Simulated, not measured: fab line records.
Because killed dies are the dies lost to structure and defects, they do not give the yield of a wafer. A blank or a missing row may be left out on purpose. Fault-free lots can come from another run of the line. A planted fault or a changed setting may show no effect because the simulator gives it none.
Shared-tool check ; flow sky130 ; 12 lots, 36 wafers sampled

== WHY IT WAS OPENED ==
Of 12 lots, 2 have the reading LDD_HVP_TW flagged at SKY_LDD_HVP_TW_MEAS_10. Wafers without a fault read 456, standard deviation 8.3.
Rule: a lot gets a flag if all its wafers with a number sit over 4 standard deviations from that mean, or if no wafer of it has a number. All remaining lots are regarded as sound.

lot;measured;on;LDD_HVP_TW, wafer by wafer;flag
L709;day 22 13:28;film metro-01;446 443 447;
L710;day 23 08:48;film metro-04;465 466 466;
L708;day 23 09:28;film metro-01;447 447 448;
L712;day 23 09:44;film metro-04;465 465 468;
L713;day 23 15:04;film metro-01;446 449 448;
L715;day 24 07:40;film metro-03;464 462 463;
L717;day 25 09:07;film metro-01;405 404 403;FLAGGED
L718;day 25 09:25;film metro-01;403 405 402;FLAGGED
L719;day 25 12:19;film metro-04;467 468 467;
L728;day 29 00:21;film metro-01;448 445 447;
L729;day 29 15:07;film metro-03;462 461 465;
L730;day 29 17:15;film metro-03;464 462 461;
The numbers of the flagged lots are 404 on average: -52 against the usual, or -6 standard deviations.

== WHICH TOOL RAN EACH LOT ==
The record holds 1 process step before the reading, out of a route of 708 steps. Each cell gives the tool, then ch followed by the chambers the sampled wafers passed through, then the start.
lot;flag;SKY_LDD_HVP_IMPLANT_08
L709;;implanter-03 ch 0, day 22 13:14
L710;;implanter-02 ch 0, day 23 08:34
L708;;implanter-03 ch 0, day 23 09:14
L712;;implanter-01 ch 0, day 23 09:29
L713;;implanter-03 ch 0, day 23 14:50
L715;;implanter-03 ch 0, day 24 07:27
L717;FLAGGED;implanter-03 ch 0, day 25 08:48
L718;FLAGGED;implanter-03 ch 0, day 25 09:03
L719;;implanter-01 ch 0, day 25 12:05
L728;;implanter-02 ch 0, day 29 00:07
L729;;implanter-03 ch 0, day 29 14:54
L730;;implanter-02 ch 0, day 29 17:00
What these steps do:
- SKY_LDD_HVP_IMPLANT_08
- SKY_LDD_HVP_TW_MEAS_10

== FLAGGED OVER TOTAL, TOOL BY TOOL (the gauges that took the reading come last) ==
step;tool;lots run;flagged;share of the flagged lots;sound lots run after its first flagged lot
SKY_LDD_HVP_IMPLANT_08;implanter-01;2;0;none;-
SKY_LDD_HVP_IMPLANT_08;implanter-02;3;0;none;-
SKY_LDD_HVP_IMPLANT_08;implanter-03;7;2;all;1 (L729)
SKY_LDD_HVP_TW_MEAS_10;film metro-01;6;2;all;1 (L728)
SKY_LDD_HVP_TW_MEAS_10;film metro-03;3;0;none;-
SKY_LDD_HVP_TW_MEAS_10;film metro-04;3;0;none;-

== WHAT THE TABLE PERMITS ==
Rows of the table that ran all the flagged lots, 2 in number: implanter-03 at SKY_LDD_HVP_IMPLANT_08; film metro-01 at SKY_LDD_HVP_TW_MEAS_10.
- implanter-03 at SKY_LDD_HVP_IMPLANT_08: 2 of its 7 lots flagged. Lots that were sound ran on it after the first flagged one (L729); a persistent fault on the entire tool would not allow that. Its own readings (dose ions cm2, faraday current uA) fall more than 4 standard deviations out on all wafers of the flagged lots.
- film metro-01 at SKY_LDD_HVP_TW_MEAS_10: 2 of its 6 lots flagged. Lots that were sound ran on it after the first flagged one (L728); a persistent fault on the entire tool would not allow that.
Every row of the table either missed a flagged lot or ran a sound lot after the first.

== WHAT WAS PUT IN BY THE SIMULATOR ==
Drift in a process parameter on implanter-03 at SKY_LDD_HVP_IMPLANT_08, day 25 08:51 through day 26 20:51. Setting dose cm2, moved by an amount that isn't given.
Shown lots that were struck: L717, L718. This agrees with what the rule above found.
